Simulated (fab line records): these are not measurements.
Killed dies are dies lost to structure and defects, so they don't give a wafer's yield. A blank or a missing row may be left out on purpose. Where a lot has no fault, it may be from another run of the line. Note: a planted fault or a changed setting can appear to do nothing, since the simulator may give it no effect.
Struck lot and sound lot, side by side ; flow sky130 ; 18 out of 708 route steps
Sound: these wafers, L288.4, L288.5, L288.6. Struck: wafers L299.1, L299.2, L299.3. The cause is given at the end.
Per side, at each step with rows, come the tool, then ch with its chambers, and then its first start. Under that, the readings that differ: sound wafers ; struck wafers ; difference of the means ; sigmas: that difference in standard deviations of wafers without a fault.
alike: words and numbers the same on both sides, and readings whose means are apart by under 2 such deviations; not compared: readings that were withheld, readings missing a value for some wafer, numbers with overlapping values and no deviation given by the record, and bounds like >300 which may hide the same value.
Wherever a step has rows on one side only, a row that says differs or no value, or a row with sigmas, the two part there. Numbers that don't overlap but have no deviation are shown without sigmas and don't part them. A reading that every wafer of one side lacks parts them only if that side has two wafers or more.

first, 3 steps without rows for these wafers: SKY_SONOS_ONO_WET_ETCH_18 (etches Si3N4 in H3PO4, target depth 15 nm, time 172 s); SKY_GATE_OXIDE_CLEAN_00 (cleans in SC1/SC2, time 150 s); SKY_GATE_OXIDE_OXIDATION_01 (stabilise 600 s, purge 300 s, target thk 10.268 nm).
SKY_GATE_OXIDE_THK_MEAS_02:
  sound on filmMetro-03 at day 15 08:25; struck on filmMetro-03 at day 19 02:02
  alike: GATE_OXIDE_OXIDATION_00_THK
then, 7 steps without rows for these wafers: SKY_GATE_OXIDE_DEHYDRATE_03 (time 60 s); SKY_GATE_OXIDE_HMDS_04 (prime time 60 s); SKY_GATE_OXIDE_COAT_05 (resist thk 1140 nm); SKY_GATE_OXIDE_SOFTBAKE_06 (time 60 s); SKY_GATE_OXIDE_EXPOSE_07 (exposes mask LVOM, target cd 600 nm); SKY_GATE_OXIDE_PEB_08; SKY_GATE_OXIDE_DEVELOP_09 (develop time 60 s).
SKY_GATE_OXIDE_OVL_MEAS_10:
  sound on overlay-01 at day 16 13:00; struck on overlay-02 at day 20 08:26
  alike: GATE_OXIDE_OVL
SKY_GATE_OXIDE_IMPLANT_11:
  sound on implanter-04 ch 0, day 16 13:05; struck on implanter-04 ch 0, day 20 08:28
then, 1 step without rows for these wafers: SKY_GATE_OXIDE_WET_ETCH_12 (etches SiO2 in dHF, target depth 16.8 nm, time 336 s).
SKY_GATE_OXIDE_STRIP_13: strips in O2/N2.
  sound on plasmaAsher-04 ch 0,1, day 16 13:18; struck on plasmaAsher-01 ch 0,1, day 20 08:43
  alike: drypumpMotorCurrentA, oesProductAu, stripTimeToEndpointS
  not compared: rfHoursCounterH
SKY_GATE_OXIDE_TW_MEAS_14:
  sound on filmMetro-01 at day 16 13:24; struck on filmMetro-04 at day 20 08:49
reading;sound;struck;difference;sigmas
GATE_OXIDE_TW;223.8 222.6 222.5;219.8 217.9 218.1;-4.4;-5
then, 1 step without rows for these wafers: SKY_GATE_OXIDE_CLEAN_15 (cleans in SC1/SC2, time 150 s).
-- here the record skips 30 days between the struck wafers' starts before and after, leaving off in module GATE_OXIDE and picking up in module PAD_OPEN (first step shown: number 708 of the route) --
SKY_PAD_OPEN_PROBE_99:
  sound on prober-01 at day 47 21:07; struck on prober-02 at day 50 03:29
reading;sound;struck;difference;sigmas
model.etest.pfet_01v8_lvt.driveUaUm;168.1 167.6 168.8;166.5 163.3 166.7;-2.7;
model.etest.nfet_01v8.driveUaUmRange;7.581 7.425 11.15;18.8 18.81 16.69;+9.4;
model.etest.pfet_01v8.driveUaUmRange;5.081 5.955 10.36;11.74 12.6 13.01;+5.32;
model.etest.pfet_01v8_lvt.offLog10AUm;-9.037 -9.249 -9.164;-9.829 -9.901 -9.902;-0.727;
model.etest.pfet_01v8_mvt.offLog10AUm;-11.07 -10.99 -10.86;-11.32 -11.26 -11.31;-0.32;
model.etest.pfet_01v8.offLog10AUm;-9.818 -9.924 -9.989;-10.13 -10.22 -10.2;-0.27;
  alike: killed_at_M0_to_M3, killed_at_M4_up, killedAtContacts, killedAtFrontEnd, killedAtOther, killedDies, killedOpen, killedShort
  not compared: model.etest.tipP.rsOhmSqRange, model.etest.pfet_01v8_mvt.driveUaUm

## WHERE THEY PART
Within this record, at SKY_GATE_OXIDE_TW_MEAS_14 only. Later steps at which nothing parts them and some readings are alike: SKY_PAD_OPEN_PROBE_99.

WHY: what the simulator had put in
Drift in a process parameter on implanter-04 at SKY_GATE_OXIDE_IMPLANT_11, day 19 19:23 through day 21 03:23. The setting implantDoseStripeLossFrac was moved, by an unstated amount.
